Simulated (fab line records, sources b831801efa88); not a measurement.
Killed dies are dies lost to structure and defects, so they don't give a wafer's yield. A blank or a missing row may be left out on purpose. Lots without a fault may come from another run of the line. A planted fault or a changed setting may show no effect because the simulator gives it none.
fab line records | flow gf180mcu
record lots=24 wafers=72 last_day=34
route steps=602 shown M1@315 M3@415 V3@450 M4@457 V4@493
lots that met no fault: from a run of the same line without faults
start_h: hours from the record's first day to the start of the lot's first wafer shown | wait_h: hours since the lot's step before | " the same as in the row above | L1.1+2: a row that stands for several wafers | - no value, or no start given | * or withheld: withheld | < > ~ a bound
route shown NAME@n: a module of which the file shows steps, and the number in the route of the first | usual: mean/standard deviation of fault-free wafers | same: alike in all rows | chamber/n: place in a boat | sites: the reading at each site | _std_site: their standard deviation | _edge_site: outer sites' mean less inner sites' | radius_mm: how far each site lies from the wafer's centre | mask NAME#n: copy n | behind: the tool/chamber that last shaped the wafer | hold: why the lot was held/for how many hours/how that ended | device: the transistor (n, p or np) that didn't switch | end of line: the same wafers' tests at the end of the route | a step without rows: its recipe alone | killed: dies lost to structure and defects at the first sort, not the wafer's yield | map: a wafer's dies, x killed, . not, _ none there
set.NAME: the setting as run; set.NAME@STEP: as run at that earlier step | model.NAME: the simulator's own value behind a step, which no gauge read
steps of the route over a sample of lots; a table a step, a row a wafer
services: from which hour (start_h, from the record's first day; less than 0 if before it) a tool's chamber was out of use, for how many hours, and why
## steps
# step GF_M1_SPUTTER_00
# recipe material=Ti target_thk_nm=37.5 arriving_ion_energy_ev=80 substrate_temp_c=200 chamber_pressure_pa=2 power_w=4000 time_s=150
# usual chamber_pressure_pa=2.000/0.0039 throttle_valve_pct=30.3/1.1
# columns lot.wafer tool chamber start_h wait_h chamber_pressure_pa throttle_valve_pct
L074.3 pvd_sputter-03 - 372.18 0.2 2.002 31.0
L074.5 " - " " 2.001 31.8
L074.6 " - " " 1.997 30.5
L076.1 pvd_sputter-01 - 382.82 0.2 2.003 28.8
L076.2 " - " " 1.996 30.7
L076.4 " - " " 1.998 31.0
L077.1 pvd_sputter-01 - 386.51 0.1 2.000 30.7
L077.4 " - " " 1.999 31.3
L077.5 " - " " 1.993 30.8
L075.1 pvd_sputter-03 - 388.62 0.1 2.004 31.8
L075.2 " - " " 1.998 30.9
L075.5 " - " " 2.005 30.3
L078.1 pvd_sputter-03 - 405.67 0.1 2.000 30.9
L078.4 " - " " 2.001 30.1
L078.6 " - " " 2.000 30.3
L079.1 pvd_sputter-01 - 409.73 0.2 2.008 30.9
L079.3 " - " " 1.998 30.4
L079.6 " - " " 2.001 28.6
L082.3 pvd_sputter-03 - 423.55 0.1 1.996 30.6
L082.5 " - " " 1.993 31.0
L082.6 " - " " 2.005 30.9
L080.3 pvd_sputter-01 - 425.92 0.1 2.001 28.8
L080.5 " - " " 2.000 30.5
L080.6 " - " " 2.005 31.2
L081.3 pvd_sputter-01 - 427.03 0.1 2.005 28.5
L081.4 " - " " 2.004 30.4
L081.6 " - " " 1.996 30.7
L083.3 pvd_sputter-03 - 443.12 0.2 1.999 31.1
L083.4 " - " " 1.998 30.3
L083.5 " - " " 1.999 31.7
L084.2 pvd_sputter-04 - 457.48 0.2 1.997 27.7
L084.4 " - " " 2.007 30.7
L084.6 " - " " 1.997 27.8
L085.1 pvd_sputter-03 - 457.73 0.2 2.003 31.1
L085.2 " - " " 2.007 30.7
L085.4 " - " " 2.001 31.9
L086.1 pvd_sputter-04 - 473.61 0.2 1.998 27.7
L086.2 " - " " 1.998 30.1
L086.4 " - " " 2.007 29.0
L087.2 pvd_sputter-04 - 486.05 0.1 2.002 30.2
L087.3 " - " " 2.001 30.4
L087.6 " - " " 2.003 27.7
L088.1 pvd_sputter-01 - 495.53 0.1 2.002 30.5
L088.2 " - " " 2.005 31.1
L088.4 " - " " 2.005 29.0
L089.1 pvd_sputter-01 - 497.31 0.2 1.993 31.5
L089.4 " - " " 1.998 28.8
L089.5 " - " " 1.999 30.5
L090.2 pvd_sputter-01 - 509.65 0.2 2.004 30.4
L090.3 " - " " 1.997 30.8
L090.4 " - " " 2.009 28.7
L091.3 pvd_sputter-03 - 516.49 0.1 1.996 31.6
L091.4 " - " " 1.999 31.1
L091.5 " - " " 1.989 31.7
L092.2 pvd_sputter-03 - 521.06 0.2 1.997 30.5
L092.5 " - " " 1.996 31.8
L092.6 " - " " 2.001 30.2
L093.1 pvd_sputter-01 - 530.51 0.1 1.999 31.5
L093.3 " - " " 1.994 30.1
L093.6 " - " " 2.002 30.3
L094.2 pvd_sputter-01 - 539.92 0.1 2.000 30.3
L094.4 " - " " 2.002 28.8
L094.6 " - " " 1.998 30.9
L095.1 pvd_sputter-04 - 542.21 0.2 2.001 30.1
L095.3 " - " " 2.006 28.8
L095.6 " - " " 1.997 27.6
L096.1 pvd_sputter-01 - 550.01 0.1 2.000 30.9
L096.2 " - " " 1.999 30.5
L096.4 " - " " 2.005 30.7
L097.1 pvd_sputter-01 - 556.35 0.1 2.001 30.6
L097.2 " - " " 2.001 31.0
L097.3 " - " " 1.998 30.8
# step GF_M1_SPUTTER_01
# recipe material=TiN target_thk_nm=30 power_w=6500 time_s=25 chamber_pressure_pa=0.4
# usual chamber_pressure_pa=0.4000/0.00084 throttle_valve_pct=30.3/1.1
# columns lot.wafer tool chamber start_h wait_h chamber_pressure_pa throttle_valve_pct
L074.3 pvd_sputter-03 - 372.28 0.1 0.4009 31.0
L074.5 " - " " 0.3993 31.5
L074.6 " - " " 0.4006 30.8
L076.1 pvd_sputter-01 - 382.92 0.1 0.4015 28.9
L076.2 " - " " 0.4021 30.3
L076.4 " - " " 0.4013 31.1
L077.1 pvd_sputter-01 - 386.61 0.1 0.4016 30.6
L077.4 " - " " 0.3993 31.1
L077.5 " - " " 0.3997 31.0
L075.1 pvd_sputter-03 - 388.72 0.1 0.3996 31.7
L075.2 " - " " 0.3995 30.9
L075.5 " - " " 0.4011 30.1
L078.1 pvd_sputter-03 - 405.77 0.1 0.4002 31.1
L078.4 " - " " 0.4012 30.2
L078.6 " - " " 0.4008 30.4
L079.1 pvd_sputter-01 - 409.83 0.1 0.3995 31.0
L079.3 " - " " 0.3997 30.5
L079.6 " - " " 0.3994 29.0
L082.3 pvd_sputter-03 - 423.65 0.1 0.3980 30.7
L082.5 " - " " 0.3997 30.8
L082.6 " - " " 0.3989 30.5
L080.3 pvd_sputter-01 - 426.02 0.1 0.3999 28.6
L080.5 " - " " 0.3996 30.5
L080.6 " - " " 0.4001 31.3
L081.3 pvd_sputter-01 - 427.13 0.1 0.3999 28.5
L081.4 " - " " 0.3997 30.5
L081.6 " - " " 0.4000 30.9
L083.3 pvd_sputter-03 - 443.22 0.1 0.3995 31.0
L083.4 " - " " 0.4009 30.3
L083.5 " - " " 0.4013 31.7
L084.2 pvd_sputter-04 - 457.58 0.1 0.3993 27.7
L084.4 " - " " 0.4003 30.7
L084.6 " - " " 0.3998 27.7
L085.1 pvd_sputter-03 - 457.83 0.1 0.4001 30.9
L085.2 " - " " 0.4010 30.7
L085.4 " - " " 0.4003 31.8
L086.1 pvd_sputter-04 - 473.71 0.1 0.3999 27.6
L086.2 " - " " 0.4002 30.0
L086.4 " - " " 0.4000 28.5
L087.2 pvd_sputter-04 - 486.15 0.1 0.4007 30.4
L087.3 " - " " 0.3997 30.6
L087.6 " - " " 0.4010 27.5
L088.1 pvd_sputter-01 - 495.63 0.1 0.4001 30.6
L088.2 " - " " 0.3998 31.3
L088.4 " - " " 0.3995 28.7
L089.1 pvd_sputter-01 - 497.41 0.1 0.3991 31.1
L089.4 " - " " 0.4027 28.5
L089.5 " - " " 0.4000 30.6
L090.2 pvd_sputter-01 - 509.77 0.1 0.4010 30.3
L090.3 " - " " 0.4001 30.8
L090.4 " - " " 0.3996 28.7
L091.3 pvd_sputter-03 - 516.59 0.1 0.4007 31.6
L091.4 " - " " 0.3999 30.8
L091.5 " - " " 0.4008 31.8
L092.2 pvd_sputter-03 - 521.16 0.1 0.4001 30.4
L092.5 " - " " 0.3992 31.7
L092.6 " - " " 0.4007 30.4
L093.1 pvd_sputter-01 - 530.61 0.1 0.3996 31.4
L093.3 " - " " 0.4003 30.2
L093.6 " - " " 0.3996 30.2
L094.2 pvd_sputter-01 - 540.02 0.1 0.3995 30.2
L094.4 " - " " 0.4002 28.6
L094.6 " - " " 0.4006 31.0
L095.1 pvd_sputter-04 - 542.31 0.1 0.3996 30.0
L095.3 " - " " 0.4006 28.7
L095.6 " - " " 0.4009 27.7
L096.1 pvd_sputter-01 - 550.11 0.1 0.3995 31.1
L096.2 " - " " 0.3980 30.5
L096.4 " - " " 0.3994 30.9
L097.1 pvd_sputter-01 - 556.45 0.1 0.3983 30.4
L097.2 " - " " 0.4001 31.1
L097.3 " - " " 0.3999 30.6
# step GF_M3_THK_MEAS_06
# recipe thk_meas_gauge=xrf reads=AlCu_of_M3_SPUTTER_02
# usual M3_ALCU_THK=453/7
# columns lot.wafer tool chamber start_h wait_h M3_ALCU_THK[nm]
L074.3 film_metro-03 - 474.14 0.1 449
L074.5 " - " " 440
L074.6 " - " " 452
L076.1 film_metro-02 - 485.55 0.1 455
L076.2 " - " " 442
L076.4 " - " " 450
L077.1 film_metro-04 - 488.12 0.1 448
L077.4 " - " " 471
L077.5 " - " " 458
L075.1 film_metro-03 - 491.64 0.1 457
L075.2 " - " " 452
L075.5 " - " " 449
L078.1 film_metro-04 - 507.71 0.1 463
L078.4 " - " " 462
L078.6 " - " " 461
L079.1 film_metro-02 - 511.14 0.1 441
L079.3 " - " " 452
L079.6 " - " " 443
L082.3 film_metro-02 - 527.78 0.1 458
L082.5 " - " " 467
L082.6 " - " " 458
L081.3 film_metro-03 - 529.10 0.1 461
L081.4 " - " " 450
L081.6 " - " " 462
L080.3 film_metro-04 - 529.12 0.1 455
L080.5 " - " " 450
L080.6 " - " " 449
L083.3 film_metro-03 - 544.49 0.1 457
L083.4 " - " " 458
L083.5 " - " " 455
L084.2 film_metro-03 - 557.38 0.1 447
L084.4 " - " " 441
L084.6 " - " " 441
L085.1 film_metro-03 - 558.96 0.1 453
L085.2 " - " " 456
L085.4 " - " " 454
L086.1 film_metro-03 - 571.82 0.1 456
L086.2 " - " " 452
L086.4 " - " " 453
L087.2 film_metro-03 - 582.47 0.1 449
L087.3 " - " " 447
L087.6 " - " " 448
L088.1 film_metro-02 - 590.45 0.1 456
L088.2 " - " " 459
L088.4 " - " " 459
L089.1 film_metro-04 - 590.78 0.1 450
L089.4 " - " " 445
L089.5 " - " " 443
L090.2 film_metro-03 - 603.42 0.1 444
L090.3 " - " " 440
L090.4 " - " " 449
L091.3 film_metro-04 - 611.16 0.1 454
L091.4 " - " " 456
L091.5 " - " " 458
L092.2 film_metro-02 - 614.29 0.1 455
L092.5 " - " " 447
L092.6 " - " " 454
L093.1 film_metro-04 - 622.74 0.1 453
L093.3 " - " " 453
L093.6 " - " " 456
L094.2 film_metro-03 - 630.39 0.1 447
L094.4 " - " " 439
L094.6 " - " " 455
L095.1 film_metro-02 - 631.96 0.1 455
L095.3 " - " " 468
L095.6 " - " " 466
L096.1 film_metro-02 - 640.86 0.1 462
L096.2 " - " " 464
L096.4 " - " " 470
L097.1 film_metro-02 - 645.68 0.1 449
L097.2 " - " " 458
L097.3 " - " " 454
# step GF_V3_SPUTTER_21
# recipe material=Ti target_thk_nm=15 chamber_pressure_pa=5 power_w=2500 substrate_temp_c=200 time_s=80.02
# usual chamber_pressure_pa=4.999/0.012 throttle_valve_pct=30.0/1.3
# columns lot.wafer tool chamber start_h wait_h chamber_pressure_pa throttle_valve_pct
L074.3 pvd_sputter-04 - 522.34 0.0 5.003 27.9
L074.5 " - " " 5.017 30.2
L074.6 " - " " 4.968 28.8
L076.1 pvd_sputter-04 - 534.32 0.0 4.995 28.8
L076.2 " - " " 5.004 30.3
L076.4 " - " " 5.014 31.0
L077.1 pvd_sputter-03 - 537.28 0.0 4.994 30.6
L077.4 " - " " 4.997 31.9
L077.5 " - " " 5.020 30.8
L075.1 pvd_sputter-02 - 539.58 0.0 4.987 29.9
L075.2 " - " " 5.000 31.9
L075.5 " - " " 4.995 29.9
L078.1 pvd_sputter-04 - 554.95 0.0 4.988 27.8
L078.4 " - " " 5.006 29.0
L078.6 " - " " 4.993 27.6
L079.1 pvd_sputter-02 - 558.62 0.0 5.005 28.9
L079.3 " - " " 5.001 32.0
L079.6 " - " " 5.011 29.3
L082.3 pvd_sputter-02 - 573.75 0.0 4.986 32.0
L082.5 " - " " 5.003 31.8
L082.6 " - " " 5.006 29.9
L081.3 pvd_sputter-02 - 574.85 0.1 4.996 30.0
L081.4 " - " " 4.976 32.0
L081.6 " - " " 5.007 30.1
L080.3 pvd_sputter-02 - 575.42 0.0 4.993 30.0
L080.5 " - " " 5.011 32.2
L080.6 " - " " 4.989 29.9
L083.3 pvd_sputter-04 - 588.86 0.0 5.005 27.8
L083.4 " - " " 5.003 28.7
L083.5 " - " " 5.008 31.0
L084.2 pvd_sputter-04 - 601.43 0.0 4.994 27.9
L084.4 " - " " 4.999 30.6
L084.6 " - " " 4.991 27.7
L085.1 pvd_sputter-02 - 603.48 0.0 5.020 29.8
L085.2 " - " " 4.989 29.1
L085.4 " - " " 5.007 29.7
L086.1 pvd_sputter-04 - 616.08 0.0 5.015 28.7
L086.2 " - " " 4.997 30.0
L086.4 " - " " 4.987 27.5
L087.2 pvd_sputter-03 - 625.47 0.0 5.005 31.0
L087.3 " - " " 4.989 31.1
L087.6 " - " " 4.980 31.1
L088.1 pvd_sputter-03 - 632.99 0.0 5.020 31.0
L088.2 " - " " 5.006 30.2
L088.4 " - " " 5.016 31.6
L089.1 pvd_sputter-02 - 634.53 0.0 5.005 29.9
L089.4 " - " " 4.990 30.0
L089.5 " - " " 5.010 32.0
L090.2 pvd_sputter-04 - 646.74 0.0 4.983 30.8
L090.3 " - " " 4.992 27.8
L090.4 " - " " 5.003 28.9
L091.3 pvd_sputter-04 - 653.82 0.0 4.987 30.0
L091.4 " - " " 4.999 30.6
L091.5 " - " " 4.998 27.7
L092.2 pvd_sputter-04 - 656.06 0.0 4.999 28.8
L092.5 " - " " 4.986 30.7
L092.6 " - " " 4.970 28.8
L093.1 pvd_sputter-02 - 665.20 0.0 4.997 30.0
L093.3 " - " " 5.008 32.4
L093.6 " - " " 5.010 32.0
L094.2 pvd_sputter-02 - 671.68 0.0 4.983 29.1
L094.4 " - " " 4.992 32.3
L094.6 " - " " 4.997 32.1
L095.1 pvd_sputter-02 - 674.11 0.0 4.988 29.5
L095.3 " - " " 5.003 30.0
L095.6 " - " " 5.011 32.0
L096.1 pvd_sputter-02 - 682.36 0.0 4.998 30.0
L096.2 " - " " 5.003 30.1
L096.4 " - " " 5.007 30.1
L097.1 pvd_sputter-04 - 686.77 0.0 5.000 27.7
L097.2 " - " " 5.024 30.9
L097.3 " - " " 5.012 28.6
# step GF_M4_SPUTTER_01
# recipe material=TiN target_thk_nm=30 power_w=6500 time_s=25 chamber_pressure_pa=0.4
# usual chamber_pressure_pa=0.4001/0.0008 throttle_valve_pct=30.4/0.92
# columns lot.wafer tool chamber start_h wait_h chamber_pressure_pa throttle_valve_pct
L074.3 pvd_sputter-01 - 523.13 0.1 0.3995 28.8
L074.5 " - " " 0.3990 31.2
L074.6 " - " " 0.4002 30.7
L076.1 pvd_sputter-02 - 535.23 0.1 0.3989 29.4
L076.2 " - " " 0.3998 29.8
L076.4 " - " " 0.4008 29.8
L077.1 pvd_sputter-01 - 538.07 0.1 0.4017 31.1
L077.4 " - " " 0.4009 28.8
L077.5 " - " " 0.4013 31.2
L075.1 pvd_sputter-02 - 540.37 0.1 0.3996 31.8
L075.2 " - " " 0.3994 29.2
L075.5 " - " " 0.4006 29.1
L078.1 pvd_sputter-01 - 555.74 0.1 0.4000 30.9
L078.4 " - " " 0.4001 30.5
L078.6 " - " " 0.4008 30.8
L079.1 pvd_sputter-01 - 559.41 0.1 0.4001 28.7
L079.3 " - " " 0.4013 31.0
L079.6 " - " " 0.4003 31.0
L082.3 pvd_sputter-02 - 574.73 0.1 0.4010 31.8
L082.5 " - " " 0.3998 31.9
L082.6 " - " " 0.3995 29.8
L081.3 pvd_sputter-01 - 575.64 0.1 0.4001 31.2
L081.4 " - " " 0.4004 31.1
L081.6 " - " " 0.4016 28.6
L080.3 pvd_sputter-02 - 576.21 0.1 0.4006 29.7
L080.5 " - " " 0.3993 31.9
L080.6 " - " " 0.4005 29.9
L083.3 pvd_sputter-01 - 589.65 0.1 0.3991 30.6
L083.4 " - " " 0.4004 30.7
L083.5 " - " " 0.4011 30.4
L084.2 pvd_sputter-02 - 602.22 0.1 0.4000 29.4
L084.4 " - " " 0.3996 32.0
L084.6 " - " " 0.3995 32.0
L085.1 pvd_sputter-01 - 604.27 0.1 0.4018 30.8
L085.2 " - " " 0.4001 31.0
L085.4 " - " " 0.4000 30.6
L086.1 pvd_sputter-02 - 616.87 0.1 0.4006 29.9
L086.2 " - " " 0.4011 30.0
L086.4 " - " " 0.3997 32.0
L087.2 pvd_sputter-03 - 626.26 0.1 0.4000 30.5
L087.3 " - " " 0.4015 30.0
L087.6 " - " " 0.4007 30.5
L088.1 pvd_sputter-02 - 633.78 0.1 0.4003 30.1
L088.2 " - " " 0.4016 32.1
L088.4 " - " " 0.3996 29.2
L089.1 pvd_sputter-01 - 635.32 0.1 0.3994 30.4
L089.4 " - " " 0.4007 30.9
L089.5 " - " " 0.4011 28.5
L090.2 pvd_sputter-02 - 647.53 0.1 0.3999 29.1
L090.3 " - " " 0.4007 29.4
L090.4 " - " " 0.4021 30.0
L091.3 pvd_sputter-01 - 654.61 0.1 0.4008 31.1
L091.4 " - " " 0.3997 30.5
L091.5 " - " " 0.4003 30.9
L092.2 pvd_sputter-01 - 656.85 0.1 0.4001 30.5
L092.5 " - " " 0.3992 30.2
L092.6 " - " " 0.3993 30.6
L093.1 pvd_sputter-01 - 665.99 0.1 0.4001 31.0
L093.3 " - " " 0.3997 30.9
L093.6 " - " " 0.3998 30.4
L094.2 pvd_sputter-01 - 672.47 0.1 0.3994 28.9
L094.4 " - " " 0.3993 30.6
L094.6 " - " " 0.3993 30.7
L095.1 pvd_sputter-03 - 674.90 0.1 0.4000 31.0
L095.3 " - " " 0.4007 30.3
L095.6 " - " " 0.4011 31.8
L096.1 pvd_sputter-02 - 683.21 0.1 0.4017 29.9
L096.2 " - " " 0.3992 30.0
L096.4 " - " " 0.4010 31.8
L097.1 pvd_sputter-01 - 687.56 0.1 0.3995 30.4
L097.2 " - " " 0.4002 28.9
L097.3 " - " " 0.3997 30.7
# step GF_V4_ETCH_17
# recipe chemistry=C4F8/O2/Ar mask_material=KrF target=SiO2 stop_on=TiN source_w=1500 bias_w=1200 pressure_mtorr=40 c4f8_flow_sccm=withheld O2_flow_sccm=6 Ar_flow_sccm=300 time_s=withheld target_depth_a=6300
# usual bias_w=1199.9/2.9 oes_product_au=0.857/0.0046
# columns lot.wafer tool chamber start_h wait_h bias_w oes_product_au
L074.3 rie_diel-02 0 - - 1199.9 0.856
L074.5 " 3 " " 1199.4 0.856
L074.6 " 0 " " 1203.5 0.854
L076.1 rie_diel-02 2 - - 1200.0 0.864
L076.2 " 1 " " 1195.1 0.859
L076.4 " 0 " " 1202.3 0.853
L077.1 rie_diel-03 1 - - 1201.1 0.861
L077.4 " 0 " " 1201.8 0.853
L077.5 " 1 " " 1201.8 0.860
L075.1 rie_diel-04 0 - - 1194.8 0.856
L075.2 " 2 " " 1198.3 0.855
L075.5 " 2 " " 1193.1 0.859
L078.1 rie_diel-04 1 - - 1196.2 0.848
L078.4 " 0 " " 1198.9 0.855
L078.6 " 2 " " 1203.3 0.854
L079.1 rie_diel-02 3 - - 1201.4 0.853
L079.3 " 0 " " 1201.3 0.859
L079.6 " 2 " " 1199.6 0.851
L082.3 rie_diel-04 3 - - 1198.4 0.856
L082.5 " 1 " " 1201.2 0.851
L082.6 " 0 " " 1196.3 0.854
L081.3 rie_diel-03 2 - - 1198.6 0.859
L081.4 " 0 " " 1201.2 0.861
L081.6 " 1 " " 1200.3 0.853
L080.3 rie_diel-02 2 - - 1203.7 0.850
L080.5 " 2 " " 1199.7 0.849
L080.6 " 3 " " 1197.0 0.863
L083.3 rie_diel-03 0 - - 1201.0 0.854
L083.4 " 2 " " 1203.0 0.848
L083.5 " 3 " " 1197.1 0.855
L084.2 rie_diel-04 2 - - 1204.3 0.855
L084.4 " 1 " " 1197.2 0.857
L084.6 " 1 " " 1198.8 0.860
L085.1 rie_diel-04 0 - - 1201.6 0.859
L085.2 " 3 " " 1200.4 0.866
L085.4 " 1 " " 1196.6 0.854
L086.1 rie_diel-02 1 - - 1198.6 0.858
L086.2 " 3 " " 1200.3 0.866
L086.4 " 0 " " 1201.5 0.862
L087.2 rie_diel-03 3 - - 1198.6 0.856
L087.3 " 0 " " 1199.1 0.861
L087.6 " 3 " " 1201.5 0.866
L088.1 rie_diel-03 3 - - 1198.4 0.854
L088.2 " 0 " " 1194.7 0.861
L088.4 " 2 " " 1198.0 0.850
L089.1 rie_diel-04 1 - - 1198.9 0.858
L089.4 " 3 " " 1198.9 0.854
L089.5 " 0 " " 1194.6 0.852
L090.2 rie_diel-04 2 - - 1204.6 0.857
L090.3 " 0 " " 1202.2 0.846
L090.4 " 3 " " 1197.1 0.859
L091.3 rie_diel-04 1 - - 1197.8 0.864
L091.4 " 2 " " 1196.6 0.857
L091.5 " 1 " " 1200.4 0.855
L092.2 rie_diel-04 1 - - 1197.5 0.859
L092.5 " 0 " " 1195.1 0.860
L092.6 " 1 " " 1198.4 0.860
L093.1 rie_diel-02 3 - - 1202.8 0.860
L093.3 " 2 " " 1204.7 0.852
L093.6 " 2 " " 1203.4 0.862
L094.2 rie_diel-02 2 - - 1196.9 0.858
L094.4 " 3 " " 1203.1 0.859
L094.6 " 0 " " 1204.1 0.859
L095.1 rie_diel-02 2 - - 1196.2 0.868
L095.3 " 3 " " 1200.0 0.864
L095.6 " 1 " " 1199.0 0.857
L096.1 rie_diel-03 1 - - 1199.2 0.855
L096.2 " 3 " " 1200.0 0.857
L096.4 " 2 " " 1200.5 0.850
L097.1 rie_diel-04 1 - - 1198.6 0.855
L097.2 " 3 " " 1199.4 0.863
L097.3 " 0 " " 1200.3 0.860
## services
# columns tool chamber start_h hours kind
pvd_sputter-03 - 357.23 6.4 repair
rie_diel-02 2 367.29 1.2 repair
rie_diel-04 - 368.85 0.1 repair
pvd_sputter-01 - 388.62 6.9 repair
rie_diel-04 2 397.47 10.0 repair
rie_diel-02 1 404.53 5.5 repair
pvd_sputter-03 - 410.71 1.6 repair
rie_diel-02 - 417.11 14.6 pm
pvd_sputter-03 - 427.88 2.5 repair
rie_diel-04 3 431.37 5.0 repair
rie_diel-02 1 446.49 12.2 repair
pvd_sputter-01 - 454.14 5.5 repair
pvd_sputter-03 - 473.51 13.0 repair
rie_diel-04 1 475.33 1.3 repair
rie_diel-04 1 516.93 11.9 repair
pvd_sputter-03 - 548.89 1.6 repair
pvd_sputter-03 - 555.00 64.5 repair
pvd_sputter-04 - 568.34 9.5 repair
pvd_sputter-04 - 593.34 0.5 repair
rie_diel-04 2 617.73 4.2 repair
rie_diel-04 - 619.03 0.4 repair
pvd_sputter-02 - 619.77 9.3 repair
rie_diel-04 3 629.60 2.9 repair
rie_diel-04 1 636.14 3.3 repair
## key
fault none
